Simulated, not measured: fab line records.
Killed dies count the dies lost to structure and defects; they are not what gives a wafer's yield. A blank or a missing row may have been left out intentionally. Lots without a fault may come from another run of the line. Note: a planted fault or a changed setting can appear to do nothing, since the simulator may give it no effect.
fab line records    flow gf180mcu
record: lots: 14  wafers: 42  last_day: 34
route steps=602 shown V4@499 MIM@507
lots that met no fault: from a run of the same line without faults
start_h: hours from the record's opening day to when the first of the lot's shown wafers began    wait_h: hours since the lot's step before    " the same as in the row above    L1.1+2: several wafers, shown together as one row    - either no value or no given start    * or withheld: withheld    < > ~ a bound
route shown NAME@n: names a module that has steps shown in the file, with the first one's number in the route    usual: mean/standard deviation of fault-free wafers    same: alike in all rows    chamber/n: place in a boat    sites: readings site by site    _std_site: standard deviation of those values    _edge_site: mean of outer sites minus mean of inner sites    radius_mm: how far each site lies from the wafer's centre    mask NAME#n: copy n    behind: the last tool/chamber to shape the wafer    hold: why the lot went on hold/how many hours it stayed there/how the hold came to an end    device: which transistor (n, p or np) failed to switch    end of line: the tests these same wafers got at the end of their route    step lacking rows: just its recipe    killed: dies that structure and defects cost at the first sort, which is not the same as the wafer's yield    map: shows each die of a wafer: x if killed, . if not, _ if none is there
set.NAME: setting as actually run; set.NAME@STEP: the setting as run at that earlier step    model.NAME: the simulator's own value behind a step, which no gauge read
the route's steps for a sample of lots (tables are steps, rows are wafers)
services: when a tool's chamber went out of use (start_h, in hours from the record's first day, below 0 if earlier), for how many hours, and the reason
== steps ==
step: GF_V4_CVD_23
recipe: material: W  target_thk_nm: 350  time_s: 104.9  temp_c: 400  pressure_torr: 40
usual: heater_power_w: 753/85
lot.wafer  tool      chamber  start_h  wait_h  heater_power_w
L879.1     cvd_w-02  0        575.66   0.0     732
L879.4     "         0        "        "       729
L879.5     "         0        "        "       727
L880.2     cvd_w-01  1        587.18   0.0     655
L880.3     "         0        "        "       664
L880.6     "         1        "        "       674
L882.1     cvd_w-01  0        594.51   0.0     690
L882.3     "         1        "        "       651
L882.6     "         0        "        "       681
L883.1     cvd_w-02  1        604.86   0.0     897
L883.4     "         1        "        "       868
L883.6     "         1        "        "       870
L887.2     cvd_w-01  0        627.27   0.0     692
L887.4     "         0        "        "       701
L887.6     "         1        "        "       662
L888.2     cvd_w-02  1        630.95   0.0     902
L888.3     "         0        "        "       719
L888.5     "         0        "        "       734
L889.2     cvd_w-02  0        645.90   0.0     738
L889.3     "         1        "        "       861
L889.4     "         0        "        "       734
L890.1     cvd_w-02  1        653.87   0.0     880
L890.3     "         0        "        "       721
L890.6     "         0        "        "       730
L892.1     cvd_w-01  0        665.66   0.0     691
L892.4     "         1        "        "       676
L892.5     "         0        "        "       694
L894.1     cvd_w-02  0        684.68   0.0     726
L894.5     "         1        "        "       876
L894.6     "         0        "        "       742
L896.2     cvd_w-02  0        694.16   0.0     740
L896.3     "         1        "        "       870
L896.5     "         0        "        "       740
L900.1     cvd_w-02  1        722.48   0.0     864
L900.5     "         1        "        "       861
L900.6     "         0        "        "       742
L901.2     cvd_w-01  1        725.02   0.0     671
L901.3     "         0        "        "       701
L901.4     "         1        "        "       672
L902.1     cvd_w-02  0        729.46   0.0     718
L902.4     "         0        "        "       724
L902.5     "         1        "        "       918
step: GF_MIM_SPUTTER_04
recipe: material: TiN  target_thk_nm: 50  power_w: 6500  time_s: 41.7  chamber_pressure_pa: 0.4
usual: throttle_valve_pct: 30.3/0.89
lot.wafer  tool            chamber  start_h  wait_h  throttle_valve_pct
L879.1     pvd_sputter-01  -        577.08   0.0     30.3
L879.4     "               -        "        "       30.7
L879.5     "               -        "        "       29.8
L880.2     pvd_sputter-04  -        587.95   0.0     30.9
L880.3     "               -        "        "       29.0
L880.6     "               -        "        "       30.9
L882.1     pvd_sputter-01  -        595.28   0.0     30.3
L882.3     "               -        "        "       30.6
L882.6     "               -        "        "       29.9
L883.1     pvd_sputter-03  -        605.63   0.0     29.6
L883.4     "               -        "        "       29.9
L883.6     "               -        "        "       29.7
L887.2     pvd_sputter-04  -        628.05   0.0     30.8
L887.4     "               -        "        "       29.3
L887.6     "               -        "        "       30.9
L888.2     pvd_sputter-03  -        631.72   0.0     30.9
L888.3     "               -        "        "       30.2
L888.5     "               -        "        "       29.3
L889.2     pvd_sputter-04  -        646.68   0.0     32.4
L889.3     "               -        "        "       30.6
L889.4     "               -        "        "       29.4
L890.1     pvd_sputter-04  -        654.64   0.0     30.3
L890.3     "               -        "        "       30.9
L890.6     "               -        "        "       32.7
L892.1     pvd_sputter-03  -        666.43   0.0     30.6
L892.4     "               -        "        "       30.7
L892.5     "               -        "        "       29.7
L894.1     pvd_sputter-01  -        685.46   0.0     29.3
L894.5     "               -        "        "       30.1
L894.6     "               -        "        "       29.3
L896.2     pvd_sputter-03  -        694.93   0.0     30.1
L896.3     "               -        "        "       29.6
L896.5     "               -        "        "       30.8
L900.1     pvd_sputter-04  -        723.26   0.0     30.9
L900.5     "               -        "        "       30.9
L900.6     "               -        "        "       30.0
L901.2     pvd_sputter-01  -        725.80   0.0     30.7
L901.3     "               -        "        "       29.4
L901.4     "               -        "        "       30.0
L902.1     pvd_sputter-04  -        730.24   0.0     32.5
L902.4     "               -        "        "       30.3
L902.5     "               -        "        "       32.4
step: GF_MIM_RS_MEAS_10
recipe: thk_meas_gauge: four-point-probe  reads: TiN_of_MIM_SPUTTER_09+AlCu_of_MIM_SPUTTER_08+TiN_of_MIM_SPUTTER_07
usual: MIM_ALCU_RS: 0.1597/0.0021
lot.wafer  tool           chamber  start_h  wait_h  MIM_ALCU_RS[ohm/sq]
L879.1     film_metro-02  -        577.31   0.0     0.1576
L879.4     "              -        "        "       0.1590
L879.5     "              -        "        "       0.1548
L880.2     film_metro-02  -        588.20   0.0     0.1610
L880.3     "              -        "        "       0.1614
L880.6     "              -        "        "       0.1612
L882.1     film_metro-04  -        595.55   0.0     0.1625
L882.3     "              -        "        "       0.1629
L882.6     "              -        "        "       0.1618
L883.1     film_metro-01  -        605.87   0.0     0.1625
L883.4     "              -        "        "       0.1634
L883.6     "              -        "        "       0.1631
L887.2     film_metro-04  -        628.30   0.0     0.1579
L887.4     "              -        "        "       0.1569
L887.6     "              -        "        "       0.1556
L888.2     film_metro-02  -        631.98   0.0     0.1625
L888.3     "              -        "        "       0.1621
L888.5     "              -        "        "       0.1611
L889.2     film_metro-01  -        646.93   0.0     0.1594
L889.3     "              -        "        "       0.1595
L889.4     "              -        "        "       0.1600
L890.1     film_metro-02  -        654.87   0.0     0.1581
L890.3     "              -        "        "       0.1591
L890.6     "              -        "        "       0.1599
L892.1     film_metro-02  -        666.67   0.0     0.1560
L892.4     "              -        "        "       0.1574
L892.5     "              -        "        "       0.1565
L894.1     film_metro-04  -        685.69   0.0     0.1603
L894.5     "              -        "        "       0.1587
L894.6     "              -        "        "       0.1593
L896.2     film_metro-01  -        695.20   0.0     0.1588
L896.3     "              -        "        "       0.1604
L896.5     "              -        "        "       0.1584
L900.1     film_metro-02  -        723.49   0.0     0.1586
L900.5     "              -        "        "       0.1609
L900.6     "              -        "        "       0.1605
L901.2     film_metro-02  -        726.05   0.0     0.1596
L901.3     "              -        "        "       0.1593
L901.4     "              -        "        "       0.1594
L902.1     film_metro-04  -        730.47   0.0     0.1623
L902.4     "              -        "        "       0.1607
L902.5     "              -        "        "       0.1606
step: GF_MIM_METAL_ETCH_19
recipe: chemistry: Cl2/BCl3  mask_material: NOVOLAK  stop_on: Si3N4  target_depth_nm: 324.5  pressure_mtorr: 8  icp_w: 800  bias_w: 140  Cl2_flow_sccm: 80  bcl3_flow_sccm: 40  time_s: 54.1
usual: drypump_motor_current_A: 5.7/0.34  oes_product_au: 0.941/0.0066  run_length_s: 82.6/0.38  throttle_valve_pct: 28.283/0.011
lot.wafer  tool          chamber  start_h  wait_h  drypump_motor_current_A  oes_product_au  rf_hours_counter_h  run_length_s  throttle_valve_pct
L879.1     rie_metal-02  0        597.98   0.1     6.0                      0.948           2.8                 82.7          28.287
L879.4     "             1        "        "       5.8                      0.946           -                   82.7          28.274
L879.5     "             0        "        "       6.0                      0.953           -                   82.5          28.276
L880.2     rie_metal-04  1        608.63   0.1     6.1                      0.937           4.4                 82.5          28.283
L880.3     "             0        "        "       5.7                      0.940           -                   81.8          28.286
L880.6     "             0        "        "       5.7                      0.933           -                   82.0          28.281
L882.1     rie_metal-04  0        615.68   0.1     5.7                      0.928           5.5                 81.8          28.291
L882.3     "             0        "        "       5.7                      0.929           -                   81.9          28.297
L882.6     "             1        "        "       6.1                      0.936           -                   82.3          28.303
L883.1     rie_metal-02  0        626.04   0.1     6.0                      0.944           3.6                 83.1          28.291
L883.4     "             1        "        "       5.8                      0.942           -                   82.8          28.298
L883.6     "             1        "        "       5.8                      0.933           -                   82.9          28.274
L887.2     rie_metal-04  0        646.40   0.1     5.7                      0.942           6.5                 82.0          28.268
L887.4     "             1        "        "       6.1                      0.951           -                   82.5          28.276
L887.6     "             1        "        "       6.1                      0.948           -                   82.7          28.282
L888.2     rie_metal-02  1        650.20   0.1     5.8                      0.934           3.2                 82.8          28.285
L888.3     "             0        "        "       6.0                      0.926           -                   82.5          28.306
L888.5     "             0        "        "       6.0                      0.932           -                   82.9          28.292
L889.2     rie_metal-02  1        666.10   0.1     5.8                      0.944           3.5                 82.5          28.274
L889.3     "             1        "        "       5.8                      0.944           -                   82.8          28.290
L889.4     "             0        "        "       6.0                      0.943           -                   82.7          28.269
L890.1     rie_metal-04  0        673.55   0.1     5.7                      0.950           7.4                 81.7          28.262
L890.3     "             0        "        "       5.7                      0.949           -                   81.9          28.294
L890.6     "             0        "        "       5.7                      0.954           -                   82.4          28.285
L892.1     rie_metal-02  1        686.08   0.1     5.8                      0.945           4.1                 82.9          28.270
L892.4     "             1        "        "       5.8                      0.940           -                   82.5          28.288
L892.5     "             0        "        "       6.0                      0.938           -                   82.3          28.290
L894.1     rie_metal-03  0        704.09   0.1     4.8                      0.941           1.9                 82.9          28.280
L894.5     "             0        "        "       4.8                      0.943           -                   82.9          28.282
L894.6     "             1        "        "       5.6                      0.934           -                   82.4          28.279
L896.2     rie_metal-04  0        713.44   0.1     5.7                      0.937           9.2                 82.2          28.298
L896.3     "             1        "        "       6.1                      0.997           -                   68.7          28.238
L896.5     "             1        "        "       6.1                      0.994           -                   68.2          28.224
L900.1     rie_metal-04  0        740.18   0.1     5.7                      0.945           10.1                82.1          28.285
L900.5     "             0        "        "       5.7                      0.940           -                   82.1          28.275
L900.6     "             1        "        "       6.1                      1.000           -                   68.3          28.234
L901.2     rie_metal-02  0        743.20   0.1     6.0                      0.948           7.3                 82.4          28.273
L901.3     "             0        "        "       6.0                      0.945           -                   82.3          28.282
L901.4     "             1        "        "       5.8                      0.950           -                   83.2          28.263
L902.1     rie_metal-02  1        746.74   0.1     5.8                      0.939           6.4                 82.8          28.303
L902.4     "             1        "        "       5.8                      0.947           -                   82.7          28.291
L902.5     "             0        "        "       6.0                      0.937           -                   82.7          28.282
step: GF_MIM_STRIP_20
recipe: chemistry: O2/N2  power_w: 1400  pressure_mtorr: 1500  platen_temp_c: 250  o2_flow_sccm: 3000  n2_flow_sccm: 300  overash_fraction: 0.5
usual: drypump_motor_current_A: 5.8/0.45  heater_power_w: 321/20  oes_product_au: 0.692/0.0048  strip_time_to_endpoint_s: 11.23/0.039
lot.wafer  tool             chamber  start_h  wait_h  drypump_motor_current_A  heater_power_w  oes_product_au  rf_hours_counter_h  strip_time_to_endpoint_s
L879.1     plasma_asher-02  0        598.05   0.0     6.0                      307             0.703           46                  11.26
L879.4     "                0        "        "       6.0                      305             0.689           -                   11.24
L879.5     "                1        "        "       5.7                      355             0.691           -                   11.30
L880.2     plasma_asher-04  0        608.70   0.0     6.1                      334             0.692           19                  11.27
L880.3     "                0        "        "       6.1                      332             0.703           -                   11.30
L880.6     "                1        "        "       5.1                      290             0.692           -                   11.29
L882.1     plasma_asher-02  0        615.75   0.0     6.0                      309             0.692           48                  11.24
L882.3     "                0        "        "       6.0                      303             0.691           -                   11.23
L882.6     "                1        "        "       5.7                      341             0.688           -                   11.18
L883.1     plasma_asher-03  1        626.11   0.0     6.0                      343             0.686           92                  11.23
L883.4     "                1        "        "       6.0                      327             0.691           -                   11.27
L883.6     "                1        "        "       6.0                      325             0.694           -                   11.31
L887.2     plasma_asher-04  1        646.47   0.0     5.1                      297             0.691           23                  11.29
L887.4     "                1        "        "       5.1                      294             0.687           -                   11.19
L887.6     "                1        "        "       5.1                      284             0.687           -                   11.20
L888.2     plasma_asher-03  0        650.27   0.0     6.5                      340             0.693           95                  11.23
L888.3     "                0        "        "       6.5                      336             0.697           -                   11.28
L888.5     "                0        "        "       6.5                      336             0.695           -                   11.30
L889.2     plasma_asher-04  1        666.17   0.0     5.1                      296             0.685           25                  11.19
L889.3     "                0        "        "       6.1                      336             0.689           -                   11.19
L889.4     "                1        "        "       5.1                      297             0.689           -                   11.17
L890.1     plasma_asher-02  1        673.69   0.1     5.7                      352             0.703           55                  11.28
L890.3     "                1        "        "       5.7                      345             0.698           -                   11.31
L890.6     "                0        "        "       6.0                      304             0.698           -                   11.29
L892.1     plasma_asher-04  1        686.15   0.0     5.1                      293             0.681           27                  11.17
L892.4     "                0        "        "       6.1                      338             0.689           -                   11.16
L892.5     "                1        "        "       5.1                      295             0.693           -                   11.23
L894.1     plasma_asher-03  1        704.16   0.0     6.0                      325             0.694           100                 11.22
L894.5     "                0        "        "       6.5                      335             0.697           -                   11.22
L894.6     "                1        "        "       6.0                      328             0.693           -                   11.25
L896.2     plasma_asher-03  1        713.51   0.0     6.1                      327             0.683           101                 11.24
L896.3     "                0        "        "       6.5                      332             0.712           -                   11.64
L896.5     "                1        "        "       6.1                      323             0.712           -                   11.61
L900.1     plasma_asher-04  0        740.25   0.0     6.1                      327             0.697           32                  11.23
L900.5     "                1        "        "       5.1                      293             0.695           -                   11.26
L900.6     "                0        "        "       6.1                      336             0.717           -                   11.64
L901.2     plasma_asher-04  1        743.27   0.0     5.2                      292             0.696           32                  11.17
L901.3     "                1        "        "       5.1                      294             0.685           -                   11.17
L901.4     "                0        "        "       6.1                      335             0.682           -                   11.21
L902.1     plasma_asher-04  1        746.81   0.0     5.1                      296             0.689           33                  11.21
L902.4     "                1        "        "       5.1                      290             0.689           -                   11.19
L902.5     "                1        "        "       5.1                      290             0.696           -                   11.21
== services ==
tool             chamber  start_h  hours  kind
pvd_sputter-04   2        554.32   -      consumable_replace:kit
pvd_sputter-04   2        554.32   18.0   scheduled_down
pvd_sputter-04   2        554.32   18.0   vent_cycle
cvd_w-01         -        556.29   1.6    repair
plasma_asher-02  -        559.90   0.9    repair
rie_metal-02     -        561.09   2.8    pm
pvd_sputter-01   -        608.43   2.7    repair
pvd_sputter-01   -        631.50   1.1    repair
cvd_w-02         -        642.86   1.3    repair
cvd_w-02         -        649.15   1.4    repair
pvd_sputter-03   -        651.00   1.5    repair
rie_metal-04     1        671.94   5.0    repair
cvd_w-01         -        685.15   0.6    repair
cvd_w-01         -        688.85   2.0    repair
plasma_asher-04  -        689.51   2.8    pm
rie_metal-03     0        711.61   4.4    repair
cvd_w-02         0        713.32   6.1    repair
pvd_sputter-01   -        716.54   3.5    repair
pvd_sputter-03   -        718.63   0.9    repair
cvd_w-01         -        718.94   2.8    pm
plasma_asher-03  -        721.64   1.6    repair
rie_metal-03     1        724.75   12.5   repair
pvd_sputter-01   -        742.02   2.9    repair
cvd_w-02         -        744.43   0.5    repair
== key ==
first_sign: step: GF_MIM_METAL_ETCH_19  reading: run_length_s  direction: down  sigmas: 37  usual: *  struck: *
effect: step: GF_MIM_METAL_ETCH_19  reading: oes_product_au  direction: up  sigmas: 8.5  usual: 0.941  struck: 0.997
effect: step: GF_MIM_STRIP_20  reading: strip_time_to_endpoint_s  direction: up  sigmas: 10  usual: *  struck: *
met_at GF_MIM_METAL_ETCH_19
struck_lots L896,L900
struck_wafers L896.3,L896.5,L900.6
sort_left_out L896.3,L896.5,L900.6
not_acting_at GF_V4_CVD_23,GF_MIM_SPUTTER_04,GF_MIM_RS_MEAS_10
onset_between 646.40 713.44
fault: kind: process_parameter_drift  tool: rie_metal-04  chamber: 1  onset_h: 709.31  steps: GF_MIM_METAL_ETCH_19  channel: time_s  offset: *  shape: step  end_h: 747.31  acts_in: *  stated: *
sort_left_out: the simulated sort isn't trusted on such a fault, so these wafers' sort isn't shown, and their yield isn't known
